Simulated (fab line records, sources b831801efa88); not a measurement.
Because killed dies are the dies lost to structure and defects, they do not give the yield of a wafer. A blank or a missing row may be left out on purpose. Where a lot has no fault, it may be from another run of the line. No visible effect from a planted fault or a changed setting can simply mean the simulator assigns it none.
Chamber matching || flow gf180mcu || 3 sister chambers for GF_V5_CVD_02 on pecvd-03
The step deposits SiO2 from TEOS, target thk 1450 nm, time 163.28 s. 14 wafers are shown with their chamber, then 6 later ones without.

EACH WAFER AND ITS CHAMBER
{"wafer": "L955.1", "chamber": 2, "heater-power-w (W)": 808}
{"wafer": "L955.2", "chamber": 1, "heater-power-w (W)": 846}
{"wafer": "L955.3", "chamber": 0, "heater-power-w (W)": 777}
{"wafer": "L957.1", "chamber": 0, "heater-power-w (W)": 795}
{"wafer": "L957.5", "chamber": 0, "heater-power-w (W)": 622}
{"wafer": "L957.6", "chamber": 2, "heater-power-w (W)": 646}
{"wafer": "L962.1", "chamber": 0, "heater-power-w (W)": 785}
{"wafer": "L962.5", "chamber": 0, "heater-power-w (W)": 631}
{"wafer": "L962.6", "chamber": 2, "heater-power-w (W)": 781}
{"wafer": "L965.2", "chamber": 0, "heater-power-w (W)": 739}
{"wafer": "L965.3", "chamber": 1, "heater-power-w (W)": 825}
{"wafer": "L965.5", "chamber": 0, "heater-power-w (W)": 637}
{"wafer": "L970.4", "chamber": 2, "heater-power-w (W)": 653}
{"wafer": "L970.5", "chamber": 0, "heater-power-w (W)": 628}

SIGNATURES (averages over the wafers above)
{"reading": "heater-power-w", "chamber 0": 701.75, "chamber 1": 835.50, "chamber 2": 722.00, "scatter within a chamber": 77.1}
Rule: distance of a wafer from a chamber = root of the sum over the readings of ((wafer's reading minus chamber's mean) / reading's scatter) squared. If the next closest chamber is less than 2 further off than the closest, the wafer can't be placed; otherwise it belongs to the closest. The scatter: the root of (the sum of the squares of (reading less its chamber's mean) over the shown wafers, divided by (wafers less chambers)).

WAFERS MISSING THEIR CHAMBER
{"wafer": "L970.6", "heater-power-w (W)": 701}
{"wafer": "L973.4", "heater-power-w (W)": 827}
{"wafer": "L973.5", "heater-power-w (W)": 847}
{"wafer": "L973.6", "heater-power-w (W)": 789}
{"wafer": "L976.1", "heater-power-w (W)": 891}
{"wafer": "L976.5", "heater-power-w (W)": 655}

WHICH CHAMBER EACH WENT THROUGH
{"wafer": "L970.6", "from the rows above": "can't be placed: 0 or 2 or 1", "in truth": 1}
{"wafer": "L973.4", "from the rows above": "can't be placed: 1 or 2 or 0", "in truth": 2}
{"wafer": "L973.5", "from the rows above": "can't be placed: 1 or 2 or 0", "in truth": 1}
{"wafer": "L973.6", "from the rows above": "can't be placed: 1 or 2 or 0", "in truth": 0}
{"wafer": "L976.1", "from the rows above": "can't be placed: 1 or 2 or 0", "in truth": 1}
{"wafer": "L976.5", "from the rows above": "can't be placed: 0 or 2 or 1", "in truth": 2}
Placed correctly: 0 of 6. Unplaceable from these rows: 6, with the true chamber sitting among the candidates in 6. 0 placed wrongly.
